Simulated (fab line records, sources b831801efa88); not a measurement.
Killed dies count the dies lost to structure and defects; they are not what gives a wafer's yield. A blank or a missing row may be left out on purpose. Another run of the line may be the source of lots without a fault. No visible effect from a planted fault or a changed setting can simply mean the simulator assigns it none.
Chamber matching	flow sky130	4 sister chambers for SKY_PASSIVATION_ETCH_11 on rie diel-02
The step etches the open film in CF4/O2, stops on AlCu, target depth 725 nm, time 161.1 s. 8 wafers are shown with their chamber, then 8 later ones without.

== WAFERS WITH THEIR CHAMBER ==
wafer	chamber	drypump motor current A (A)	rf fwd power W (W)
L077.4	2	5.3	796.7
L081.4	1	6.5	795.7
L081.5	3	5.7	795.6
L081.6	2	5.3	799.3
L085.1	3	5.8	791.1
L085.3	1	6.5	795.2
L085.5	0	5.8	802.4
L086.1	0	5.8	796.3

== WAFERS WHOSE CHAMBER IS MISSING ==
wafer	drypump motor current A (A)	rf fwd power W (W)
L086.3	5.3	797.2
L086.5	5.7	795.3
L089.1	5.3	796.0
L089.2	5.7	791.9
L089.3	5.8	795.6
L095.4	5.7	796.9
L095.5	6.5	795.1
L095.6	5.8	794.1

== THE CHAMBER EACH PASSED THROUGH ==
wafer	from the rows above	in truth
L086.3	2	2
L086.5	can't be placed: 3 or 0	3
L089.1	2	2
L089.2	3	3
L089.3	can't be placed: 0 or 3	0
L095.4	can't be placed: 3 or 0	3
L095.5	1	1
L095.6	can't be placed: 3 or 0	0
Correctly placed: 4 of 8. From these rows, 4 cannot be placed; in 4 the true chamber is one of the candidates. Placed wrongly: 0.
How it was worked out, from the rows above alone: a wafer's distance from a chamber is the root of the sum, over the readings, of the square of ((its reading less the chamber's mean) divided by the reading's scatter). The wafer belongs to the nearest chamber; if the next one is less than 2 further off, it can't be placed. Each chamber's mean is taken over the wafers shown for it. The scatter: take each reading less its chamber's mean, square it, sum over the shown wafers, divide by the number of wafers less the number of chambers, and take the root.
